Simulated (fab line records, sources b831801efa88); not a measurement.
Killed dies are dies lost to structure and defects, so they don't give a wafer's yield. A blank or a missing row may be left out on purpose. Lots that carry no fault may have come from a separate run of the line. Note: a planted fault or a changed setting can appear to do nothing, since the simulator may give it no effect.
Struck lot and sound lot, side by side || flow sky130 || 20 out of 708 route steps
Sound: wafers L818.1, L818.2, L818.5. The struck wafers were L831.2, L831.3, L831.5. The cause comes at the end.
For every step that has rows: the tool of each side, followed by ch and its chambers, followed by its first start. Under that, the readings that differ: sound wafers || struck wafers || difference of the means || sigmas: that difference in standard deviations of wafers without a fault.
alike: words and numbers the same on both sides, and readings whose means are apart by under 2 such deviations; not compared: readings that were withheld, readings missing a value for some wafer, numbers with overlapping values and no deviation given by the record, and bounds like >300 which may hide the same value.
A row with sigmas, a row that says differs or no value, or rows on one side alone: a step with any of these is where the two part. Non-overlapping numbers with no deviation appear without sigmas and do not part them. A reading that every wafer of one side lacks parts them only if that side has two wafers or more.

first, 3 steps without rows for these wafers: SKY_VT_ADJUST_HVTR_EXPOSE_04 (exposes mask HVTRM, target cd 380 nm); SKY_VT_ADJUST_HVTR_PEB_05; SKY_VT_ADJUST_HVTR_DEVELOP_06 (develop time 60 s).
SKY_VT_ADJUST_HVTR_CD_MEAS_07: the cd target is 380 nm.
  sound on cd_sem-01, day 10 02:23; struck on cd_sem-01, day 14 02:10
  alike: cd_nm
SKY_VT_ADJUST_HVTR_OVL_MEAS_08:
  sound on overlay-02, day 10 02:30; struck on overlay-02, day 14 02:16
  alike: VT_ADJUST_HVTR_OVL
after that, 1 step had no rows for these wafers: SKY_VT_ADJUST_HVTR_IMPLANT_09.
SKY_VT_ADJUST_HVTR_STRIP_10: strips in O2/N2.
  sound on plasma_asher-03 ch 0,1, day 10 02:41; struck on plasma_asher-04 ch 0,1, day 14 02:27
  alike: drypump_motor_current_A, oes_product_au, strip_time_to_endpoint_s
  not compared: rf_hours_counter_h
SKY_VT_ADJUST_HVTR_TW_MEAS_11:
  sound on film_metro-03, day 10 02:47; struck on film_metro-01, day 14 02:34
  alike: VT_ADJUST_HVTR_TW
then, 4 steps without rows for these wafers: SKY_VT_ADJUST_PCH_DEHYDRATE_00 (time 60 s); SKY_VT_ADJUST_PCH_HMDS_01 (prime time 60 s); SKY_VT_ADJUST_PCH_COAT_02 (resist thk 3000 nm); SKY_VT_ADJUST_PCH_SOFTBAKE_03.
SKY_VT_ADJUST_PCH_EXPOSE_04: exposes mask NWM, target cd 840 nm.
  sound on iline_stepper-02 ch 0, day 10 14:15; struck on iline_stepper-02 ch 0, day 14 15:18
{"reading": "mask", "sound": "NWM#0 NWM#0 NWM#0", "struck": "HVTRM#0 HVTRM#0 HVTRM#0", "difference": "differs", "sigmas": ""}
  alike: focus_offset_nm
then, 2 steps without rows for these wafers: SKY_VT_ADJUST_PCH_PEB_05; SKY_VT_ADJUST_PCH_DEVELOP_06 (develop time 60 s).
SKY_VT_ADJUST_PCH_OVL_MEAS_07:
  sound on overlay-01, day 11 01:36; struck on overlay-01, day 15 04:46
{"reading": "VT_ADJUST_PCH_OVL (nm)", "sound": "-1.8 -3.6 0.0", "struck": "- - -", "difference": "no value on the struck wafers", "sigmas": ""}
after that, 1 step had no rows for these wafers: SKY_VT_ADJUST_PCH_IMPLANT_08.
SKY_VT_ADJUST_PCH_STRIP_09: strips in O2/N2.
  sound on plasma_asher-04 ch 0,1, day 11 01:47; struck on plasma_asher-01 ch 1, day 15 04:56
  alike: drypump_motor_current_A, oes_product_au, strip_time_to_endpoint_s
  not compared: rf_hours_counter_h
SKY_VT_ADJUST_PCH_TW_MEAS_10:
  sound on film_metro-02, day 11 01:53; struck on film_metro-02, day 15 05:03
{"reading": "VT_ADJUST_PCH_TW", "sound": "141.8 142.1 142.3", "struck": "29.9 29.9 29.8", "difference": -112.2, "sigmas": "-99 or more"}
then, 1 step without rows for these wafers: SKY_SONOS_TUNNEL_DEHYDRATE_00 (time 60 s).

WHERE THEY PART
First at SKY_VT_ADJUST_PCH_EXPOSE_04; last, within this record, at SKY_VT_ADJUST_PCH_TW_MEAS_10.

WHY: what had been put in by the simulator
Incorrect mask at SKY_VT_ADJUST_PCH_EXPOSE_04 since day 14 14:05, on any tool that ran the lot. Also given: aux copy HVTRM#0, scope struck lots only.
